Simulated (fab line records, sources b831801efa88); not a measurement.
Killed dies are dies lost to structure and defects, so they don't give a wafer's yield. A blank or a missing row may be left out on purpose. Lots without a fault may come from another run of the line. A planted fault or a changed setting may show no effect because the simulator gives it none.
Chamber matching | flow sfq_line | SFQ_TRILAYER_I0_CMP_CMP_028 on cmp-01: 4 sister chambers
The step polishes SiO2. 14 wafers are shown with their chamber, then 7 later ones without.

WAFERS WITH THEIR CHAMBER
wafer  | chamber | motor_current_A (A) | time_to_endpoint_s (s)
L074.1 | 3       | 9.4                 | 212
L074.4 | 0       | 10.0                | 208
L074.5 | 0       | 10.2                | 210
L080.1 | 0       | 10.9                | 205
L080.3 | 3       | 9.7                 | 225
L080.5 | 0       | 10.6                | 207
L084.3 | 2       | 10.7                | 233
L084.5 | 2       | 11.2                | 229
L084.6 | 1       | 9.0                 | 228
L087.1 | 0       | 10.2                | 200
L087.2 | 2       | 11.0                | 218
L087.5 | 1       | 8.8                 | 216
L091.3 | 3       | 9.4                 | 229
L091.4 | 1       | 8.7                 | 222

SIGNATURES (means of the wafers above)
reading            | chamber 0 | chamber 1 | chamber 2 | chamber 3 | scatter within a chamber
motor_current_A    | 10.380    | 8.833     | 10.967    | 9.500     | 0.276
time_to_endpoint_s | 206.00    | 222.00    | 226.67    | 222.00    | 6.39
Rule: a wafer's distance from a chamber is the root of the sum, over the readings, of the square of ((its reading less the chamber's mean) divided by the reading's scatter). The wafer belongs to the nearest chamber; if the next one is less than 2 further off, it can't be placed. The scatter: the root of (the sum of the squares of (reading less its chamber's mean) over the shown wafers, divided by (wafers less chambers)).

WAFERS WITHOUT THEIR CHAMBER
wafer  | motor_current_A (A) | time_to_endpoint_s (s)
L091.6 | 9.2                 | 233
L092.2 | 11.0                | 220
L092.4 | 9.5                 | 227
L092.6 | 9.1                 | 214
L093.3 | 8.7                 | 211
L093.4 | 10.0                | 208
L093.5 | 9.2                 | 227

WHICH CHAMBER EACH WENT THROUGH
wafer  | from the rows above     | in truth
L091.6 | can't be placed: 3 or 1 | 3
L092.2 | 2                       | 2
L092.4 | can't be placed: 3 or 1 | 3
L092.6 | can't be placed: 1 or 3 | 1
L093.3 | can't be placed: 1 or 3 | 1
L093.4 | can't be placed: 0 or 3 | 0
L093.5 | can't be placed: 3 or 1 | 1
Placed correctly: 1 of 7. Can't be placed from these rows: 6 (the true chamber is among the candidates in 6). Placed wrongly: 0.
